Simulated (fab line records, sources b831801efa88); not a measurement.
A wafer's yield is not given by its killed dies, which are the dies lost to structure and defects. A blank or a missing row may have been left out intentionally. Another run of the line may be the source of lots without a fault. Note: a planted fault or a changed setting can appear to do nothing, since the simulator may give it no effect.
Matching of chambers	flow gf180mcu	GF_V2_CVD_02 on pecvd-03: 3 sister chambers
The step deposits SiO2 from TEOS, target thk 850 nm, time 94.851 s. 18 wafers are shown with their chamber, then 9 later ones without.

## EACH WAFER AND ITS CHAMBER
wafer	chamber	heater power w (W)
L266.1	0	658
L266.2	1	695
L266.4	0	539
L267.1	2	690
L267.2	1	765
L267.4	0	656
L268.2	1	818
L268.5	2	700
L268.6	1	844
L277.3	1	781
L277.5	1	829
L277.6	0	652
L279.1	0	618
L279.4	1	780
L279.6	1	833
L280.2	1	764
L280.4	1	808
L280.5	1	831

SIGNATURES (means of the wafers above)
reading	chamber 0	chamber 1	chamber 2	scatter within a chamber
heater power w	624.60	795.27	695.00	44.4
Rule: distance of a wafer from a chamber = root of the sum over the readings of ((wafer's reading minus chamber's mean) / reading's scatter) squared. If the next closest chamber is less than 2 further off than the closest, the wafer can't be placed; otherwise it belongs to the closest. The scatter: take each reading less its chamber's mean, square it, sum over the shown wafers, divide by the number of wafers less the number of chambers, and take the root.

## WAFERS MISSING THEIR CHAMBER
wafer	heater power w (W)
L281.1	763
L281.2	537
L281.5	589
L283.1	633
L283.3	801
L283.6	582
L284.1	613
L284.5	635
L284.6	682

## WHICH CHAMBER EACH ONE RAN IN
wafer	from the rows above	in truth
L281.1	can't be placed: 1 or 2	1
L281.2	can't be placed: 0 or 2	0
L281.5	can't be placed: 0 or 2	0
L283.1	can't be placed: 0 or 2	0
L283.3	1	1
L283.6	can't be placed: 0 or 2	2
L284.1	can't be placed: 0 or 2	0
L284.5	can't be placed: 0 or 2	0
L284.6	can't be placed: 2 or 0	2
Placed correctly: 1 of 9. Unplaceable from these rows: 8, with the true chamber sitting among the candidates in 8. Number placed wrongly: 0.
